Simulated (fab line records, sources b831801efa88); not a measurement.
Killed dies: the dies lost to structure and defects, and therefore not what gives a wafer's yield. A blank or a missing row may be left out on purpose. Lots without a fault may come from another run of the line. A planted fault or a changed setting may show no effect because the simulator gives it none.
Matching of chambers -- flow gf180mcu -- GF_V2_CMP_04 on cmp-01 has 4 sister chambers
The step polishes SiO2. 8 wafers are shown with their chamber, then 7 later ones without.

== WAFERS, EACH WITH ITS CHAMBER ==
wafer,chamber,motor-current-A (A),time-to-endpoint-s (s)
L905.1,1,12.0,78
L920.2,3,12.0,77
L920.5,1,11.9,83
L922.1,0,11.7,80
L922.4,2,11.2,70
L922.5,2,10.6,71
L923.1,0,11.4,81
L923.3,3,11.8,85

== WAFERS MISSING THEIR CHAMBER ==
wafer,motor-current-A (A),time-to-endpoint-s (s)
L923.4,10.3,74
L927.1,11.1,71
L927.4,12.1,74
L927.5,12.3,74
L926.3,11.9,74
L926.4,10.9,70
L926.5,12.4,73

== WHICH CHAMBER EACH ONE RAN IN ==
wafer,from the rows above,in truth
L923.4,2,2
L927.1,2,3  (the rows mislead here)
L927.4,can't be placed: 1 or 3 or 0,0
L927.5,can't be placed: 1 or 3 or 0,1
L926.3,can't be placed: 1 or 3 or 0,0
L926.4,2,2
L926.5,can't be placed: 1 or 3 or 0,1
Placed correctly: 2 of 7. Can't be placed from these rows: 4 (the true chamber is among the candidates in 4). 1 placed wrongly.
How it was worked out, from the rows above alone: a wafer's distance from a chamber is the root of the sum, over the readings, of the square of ((its reading less the chamber's mean) divided by the reading's scatter). If the next closest chamber is less than 2 further off than the closest, the wafer can't be placed; otherwise it belongs to the closest. A chamber's mean is the mean of its shown wafers. How the scatter is found: for the shown wafers, subtract from each reading the mean of its chamber, square and add these, divide the total by (wafers less chambers), then take the root.
